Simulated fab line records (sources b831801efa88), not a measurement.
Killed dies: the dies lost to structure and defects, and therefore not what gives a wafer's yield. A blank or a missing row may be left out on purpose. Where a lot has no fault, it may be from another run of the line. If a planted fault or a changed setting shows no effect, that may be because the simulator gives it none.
Which of the tools did it? + flow sky130 + at 1 step of a route of 708, 7 lots with 21 wafers sampled

WHAT EACH GAUGE READ, for each wafer
SKY_LDD_P_CD_MEAS_07 targets a cd of 380 nm.
| lot  | measured     | on       | cdNm (nm)         |
|------|--------------|----------|-------------------|
| L842 | day 20 01:17 | cdSem-01 | 383.1 383.0 384.2 |
| L844 | day 21 01:05 | cdSem-01 | 380.2 383.0 379.3 |
| L846 | day 21 21:08 | cdSem-01 | 377.4 378.5 377.0 |
| L848 | day 22 13:26 | cdSem-01 | 377.0 378.5 379.6 |
| L854 | day 24 13:26 | cdSem-01 | 381.2 383.5 381.6 |
| L857 | day 25 20:44 | cdSem-02 | 377.1 379.1 379.0 |
| L862 | day 28 04:58 | cdSem-01 | 379.3 378.6 376.4 |

WHICH TOOL RAN EACH LOT (tool, then ch and the chambers of the sampled wafers, then the start)
No process step before these readings appears in the record.

THE ANSWER, worked out from the rows above alone
Rule: usual is defined by the lots themselves. The widest of any qualifying gaps counts: lots, ordered by their means at a reading, are off when they make up no more than a third of the lots, leave a main group of 4 or more, and stand apart from it by 3 or more times the standard deviation of that group's means. A main group whose means are all the same, to the digits that the tables above print for the reading, isn't used. Also off: a lot with no number at a reading for which 4 or more lots have one. Any other lot the step has rows for is counted as sound.
No lot is off on any of the readings shown, so nothing can be concluded from this.

WHAT THE SIMULATOR HAD INSERTED
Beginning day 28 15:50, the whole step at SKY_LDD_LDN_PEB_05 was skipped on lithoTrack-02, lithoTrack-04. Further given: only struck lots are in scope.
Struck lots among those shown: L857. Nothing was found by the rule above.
